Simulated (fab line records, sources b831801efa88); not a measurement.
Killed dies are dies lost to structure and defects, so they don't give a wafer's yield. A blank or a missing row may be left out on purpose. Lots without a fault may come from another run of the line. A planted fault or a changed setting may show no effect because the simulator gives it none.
Problem report in the 8D (eight disciplines) form, filled by code | flow sky130 | the parts of the form that need people (team, actions taken, sign-off) are left out

1. THE PROBLEM
killed_at_front_end at SKY_PAD_OPEN_PROBE_99 reads a mean of 71 on 2 wafers of 2 lots; wafers without a fault read 15 with a standard deviation of 4. That is +14 standard deviations from the usual mean.
First seen on wafer L565.5, day 47 06:01, on prober-02. The record holds 36 wafers of 12 lots with a number at this step. Rule for "out", or "out of limits": more than 4 standard deviations from the usual mean. The other wafers with a number count as sound.

2. WHAT IT IS AND WHAT IT IS NOT
question                    | is                               | is not
which readings at this step | killed_at_front_end, killed_dies | killed_at_M0_to_M3, killed_at_M4_up, killed_at_contacts, killed_open, killed_short
which lots                  | L565, L566                       | L559, L561, L562, L570, L571, L574, L575, L577, L579, L580
which wafers of those lots  | L565.5, L566.6                   | L565.2, L565.3, L566.1, L566.3
read on which tools         | prober-01, prober-02             | -
when                        | from day 47 06:01                | up to then (11 sound wafers); but 23 sound wafers of L566, L570, L571, L574, L575, L577, L579, L580 came after

3. SUSPECTS, AND WHAT RULES EACH OUT
Counting: a tool at a process step up to the reading stays a suspect if it ran every lot that is out. Sound lots after the first of them don't rule it out here, since some wafers of a struck lot are sound.
- plasma_asher-04 at SKY_SD_P_STRIP_10 (strips in O2/N2): kept. It ran every lot that is out, first L565 (day 27 12:01); its last sound lot up to then is L562 (day 26 08:05).
- Within plasma_asher-04 at SKY_SD_P_STRIP_10: the wafers that are out ran in chamber 0; their sound lot-mates ran in chamber 1.
Left after counting: plasma_asher-04 at SKY_SD_P_STRIP_10.

4. THE CAUSE (what the simulator had put in)
Chamber particle source: plasma_asher-04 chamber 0, from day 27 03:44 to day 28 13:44, at SKY_SD_P_STRIP_10. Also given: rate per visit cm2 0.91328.
Counting left only this tool.

5. THE CHAIN OF EFFECTS, in route order
Each row: a reading whose mean over the struck wafers that have a number lies more than 3 standard deviations from the usual. Only readings for which the record gives a usual standard deviation are gone through. hours: the time from each lot's start at the first step in this table that gives one to its start at this step, as a median over the lots. sigmas: the change in usual standard deviations.
hours | step                  | reading             | usual | on struck wafers | change | sigmas
0     | SKY_PAD_OPEN_PROBE_99 | killed_at_front_end | 15    | 71               | +56    | +14
0     | SKY_PAD_OPEN_PROBE_99 | killed_dies         | 86    | 134              | +48    | +5.2
The process steps in it:
- SKY_PAD_OPEN_PROBE_99

6. WHAT WOULD HAVE CAUGHT IT SOONER
In this record the first reading out of limits was taken at day 47 06:01, 482 hours after the fault began at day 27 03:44.
Of the tool readings at SKY_SD_P_STRIP_10 for which the record gives a usual standard deviation, none was out on any struck wafer, so an alarm limit of 4 standard deviations on them would not have fired.
All the lots that are out (2) had begun SKY_SD_P_STRIP_10 on plasma_asher-04 by day 47 06:01. A hold on the tool at that time would have spared none of them.
